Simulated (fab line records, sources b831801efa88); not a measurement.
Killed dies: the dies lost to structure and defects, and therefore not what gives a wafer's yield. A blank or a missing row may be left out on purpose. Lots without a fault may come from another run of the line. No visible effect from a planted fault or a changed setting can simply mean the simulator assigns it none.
Struck lot and sound lot, side by side + flow sfq line + 44 steps out of a route of 325
Sound: the wafers L147.1, L147.3, L147.5. Struck: wafers L149.1, L149.2, L149.4. At the end, the cause is stated.
For every step that has rows: the tool of each side, followed by ch and its chambers, followed by its first start. Under that, the readings that differ: sound wafers + struck wafers + difference of the means + sigmas: that difference in standard deviations of wafers without a fault.
alike: same words and numbers on both sides, and readings whose means sit less than 2 such deviations apart. not compared: any withheld reading, any reading some wafer has no value for, any bound like >300 that may hide the same value, and any number with overlapping values for which the record gives no deviation.
The two part at a step that has a row with sigmas, a row that says differs or no value, or rows on one side only. Numbers that don't overlap but have no deviation are shown without sigmas and don't part them. A reading missing from all wafers of one side parts the sides only when that side holds two or more wafers.

first, 6 steps without rows for these wafers: SFQ_TRILAYER_I4_VIA_LITHO_COAT_108 (resist thk 62 nm); SFQ_TRILAYER_I4_VIA_LITHO_COAT_103 (resist thk 650 nm); SFQ_TRILAYER_I4_VIA_LITHO_SOFTBAKE_107; SFQ_TRILAYER_I4_VIA_LITHO_EXPOSE_104 (exposes mask I4, target cd 700 nm); SFQ_TRILAYER_I4_VIA_LITHO_PEB_106 (peb time 60 s); SFQ_TRILAYER_I4_VIA_LITHO_DEVELOP_105 (time 60 s).
SFQ_I4_OVL_MEAS_928:
  sound: overlay-02 at day 53 08:14; struck: overlay-01 at day 54 03:21
  alike: I4_OVL
SFQ_TRILAYER_I4_VIA_BARC_OPEN_VIA_ETCH_146: etches BARC in O2, target depth 125 nm, time 41.7 s.
  sound on rie diel-04 ch 1,2,3, day 53 08:17; struck on rie diel-02 ch 0,1,2, day 54 03:23
  alike: drypump motor current A, oes product au
  not compared: rf hours counter h
then, 4 steps without rows for these wafers: SFQ_TRILAYER_I4_VIA_ETCH_VIA_ETCH_106 (etches SiO2 in CHF3, stops on Nb, target depth 260 nm); SFQ_TRILAYER_I4_VIA_STRIP_STRIP_107 (strips in O2); SFQ_TRILAYER_I4_VIA_STRIP_SOLV_CLEAN_108 (cleans in NMP, time 600 s); SFQ_TRILAYER_JJ_TRILAYER_DEP_PRE_CLEAN_113 (time 22.5 s).
SFQ_TRILAYER_JJ_TRILAYER_DEP_SPUTTER_109: material Nb, target thk 150 nm, time 100 s.
  sound: pvd sputter-03 at day 53 09:14; struck: pvd sputter-05 at day 54 04:20
  no value came back on the struck wafers for base pressure pa (Pa), cathode dc power W (W), throttle valve pct (%); on the sound wafers base pressure pa (Pa) reads 1.3e-06 1.33e-06 1.35e-06
SFQ_TRILAYER_JJ_TRILAYER_DEP_SPUTTER_110: material Al, target thk 8 nm, time 10 s.
  sound: pvd sputter-03 at day 53 09:19; struck: pvd sputter-05 at day 54 04:25
  alike: base pressure pa, cathode dc power W, throttle valve pct
then, 2 steps without rows for these wafers: SFQ_TRILAYER_JJ_TRILAYER_DEP_AL_OXIDATION_111 (oxidation time 600 s); SFQ_TRILAYER_JJ_TRILAYER_DEP_SPUTTER_112 (material Nb, target thk 170 nm, time 113.3 s).
SFQ_JJ_RS_MEAS_929: uses a four-point probe to measure.
  sound: film metro-02 at day 53 10:25; struck: film metro-02 at day 54 05:31
  alike: JJ_NB_RS
then, 6 steps without rows for these wafers: SFQ_TRILAYER_JJ_CE_LITHO_COAT_119 (resist thk 62 nm); SFQ_TRILAYER_JJ_CE_LITHO_COAT_114 (resist thk 600 nm); SFQ_TRILAYER_JJ_CE_LITHO_SOFTBAKE_118; SFQ_TRILAYER_JJ_CE_LITHO_EXPOSE_115 (exposes mask J5, target cd 700 nm); SFQ_TRILAYER_JJ_CE_LITHO_PEB_117 (peb time 60 s); SFQ_TRILAYER_JJ_CE_LITHO_DEVELOP_116 (time 60 s).
SFQ_JJ_OVL_MEAS_931:
  sound: overlay-02 at day 53 12:50; struck: overlay-01 at day 54 11:34
  alike: J5_OVL
then, 2 steps without rows for these wafers: SFQ_TRILAYER_JJ_CE_METRO_MEASURE_117; SFQ_TRILAYER_JJ_CE_BARC_OPEN_RIE_150 (chemistry O2, target BARC, target depth 240 nm, time 80 s).
SFQ_TRILAYER_JJ_CE_ETCH_RIE_118: chemistry SF6, target Nb, stops on Al2O3, time 97.7 s, target depth 170 nm.
  sound on rie metal-03 ch 0,1, day 53 14:10; struck on rie metal-02 ch 1, day 54 12:59
  alike: drypump motor current A, oes product au
  not compared: rf hours counter h
next, for these wafers, 1 step has no rows: SFQ_TRILAYER_JJ_ANODIZE_ANODIZE_119.
SFQ_TRILAYER_JJ_CE_STRIP_STRIP_120: strips in O2.
  sound on rie metal-02 ch 0,1, day 53 14:49; struck on rie metal-04 ch 0,1, day 54 13:43
  alike: drypump motor current A, oes product au
  not compared: rf hours counter h
then, 7 steps without rows for these wafers: SFQ_TRILAYER_JJ_CE_STRIP_SOLV_CLEAN_121 (cleans in NMP, time 600 s); SFQ_TRILAYER_M5_LITHO_COAT_128 (resist thk 62 nm); SFQ_TRILAYER_M5_LITHO_COAT_123 (resist thk 600 nm); SFQ_TRILAYER_M5_LITHO_SOFTBAKE_127; SFQ_TRILAYER_M5_LITHO_EXPOSE_124 (exposes mask M5, target cd 700 nm); SFQ_TRILAYER_M5_LITHO_PEB_126 (peb time 60 s); SFQ_TRILAYER_M5_LITHO_DEVELOP_125 (time 60 s).
-- the record jumps here: 5 days lie between the struck wafers' starts before and after --
SFQ_M5_OVL_MEAS_932:
  sound: overlay-01 at day 59 01:34; struck: overlay-02 at day 59 14:53
| reading     | sound | struck    | difference | sigmas |
|-------------|-------|-----------|------------|--------|
| M5_OVL (nm) | 6 5 0 | -14 -6 -9 | -13        | -3     |
then, 1 step without rows for these wafers: SFQ_TRILAYER_M5_BARC_OPEN_METAL_ETCH_161 (etches BARC in O2, target depth 125 nm, time 41.7 s).
SFQ_TRILAYER_M5_ETCH_METAL_ETCH_126: etches Nb in Cl2/BCl3, stops on SiO2, time 203.2 s, target depth 265 nm.
  sound on rie metal-03 ch 0,1, day 59 01:40; struck on rie metal-04 ch 0,1, day 59 14:59
| reading                        | sound             | struck            | difference | sigmas |
|--------------------------------|-------------------|-------------------|------------|--------|
| oes product au (a.u.)          | 0.729 0.726 0.724 | 0.373 0.364 0.379 | -0.354     | -63    |
| model.etch.depth nm (nm)       | 149.2 148.6 148   | 0 0 0             | -149       |        |
| model.M5.feature depth nm (nm) | 161.7 161.2 160.2 | 12.04 12.16 12.11 | -148.93    |        |
  alike: drypump motor current A
  not compared: rf hours counter h
SFQ_TRILAYER_M5_STRIP_STRIP_127: strips in O2.
  sound on rie metal-03 ch 0,1, day 59 01:52; struck on rie metal-04 ch 0,1, day 59 15:11
  alike: drypump motor current A, oes product au
  not compared: rf hours counter h
then, 1 step without rows for these wafers: SFQ_TRILAYER_M5_STRIP_SOLV_CLEAN_128 (cleans in NMP, time 600 s).
-- the record jumps here: 5 days lie between the struck wafers' starts before and after --
SFQ_TRILAYER_R5_LITHO_EXPOSE_137: exposes mask R5, target cd 500 nm.
  struck on krf scanner-01, day 64 09:03; sound on krf scanner-01 ch 0, day 63 23:27
  no value came back on the struck wafers for exposure dose mJ cm2, focus offset nm (nm), na, sigma outer; on the sound wafers exposure dose mJ cm2 reads 14.401 14.403 14.415
  alike: mask
-- the record jumps here: 4 days lie between the struck wafers' starts before and after --
SFQ_TRILAYER_I5_ETCH_VIA_ETCH_147: etches the open film in CHF3, stops on Nb, target depth 360 nm.
  sound on rie diel-03 ch 1,2,3, day 68 09:23; struck on rie diel-03 ch 1,2,3, day 68 18:59
| reading               | sound             | struck            | difference | sigmas |
|-----------------------|-------------------|-------------------|------------|--------|
| oes product au (a.u.) | 0.994 0.984 0.988 | 0.388 0.379 0.376 | -0.608     | -84    |
  alike: drypump motor current A
  not compared: model.I5.cd nm
-- the record jumps here: 15 days lie between the struck wafers' starts before and after --
SFQ_M8_BOW_MEAS_951:
  sound: film metro-03 at day 83 04:31; struck: film metro-04 at day 83 17:41
| reading                       | sound                | struck            | difference | sigmas |
|-------------------------------|----------------------|-------------------|------------|--------|
| M8_BOW (um)                   | 24 22 12             | 3 -11 3           | -21        | -2     |
| model.etest.m5.ohm sq         | 1.195 1.2 1.205      | 1e+06 1e+06 1e+06 | +1e+06     |        |
| model.etest.m5.ohm um         | 1.702 1.709 1.716    | 1e+06 1e+06 1e+06 | +1e+06     |        |
| model.etest.i4.link ohm       | 2.166 2.182 2.176    | 1e+06 1e+06 1e+06 | +1e+06     |        |
| model.etest.i5.link ohm       | 2.292 2.292 2.303    | 1e+06 1e+06 1e+06 | +1e+06     |        |
| model.etest.r5.comb log10 ohm | 12 12 12             | 0 0 0             | -12        |        |
| model.etest.jj.g times        | 0.9937 0.9918 0.9947 | 0 0 0             | -1         |        |

## WHERE THEY PART
Last at SFQ_M8_BOW_MEAS_951 as far as this record goes, first at SFQ_TRILAYER_JJ_TRILAYER_DEP_SPUTTER_109.

WHY: what the simulator had put in
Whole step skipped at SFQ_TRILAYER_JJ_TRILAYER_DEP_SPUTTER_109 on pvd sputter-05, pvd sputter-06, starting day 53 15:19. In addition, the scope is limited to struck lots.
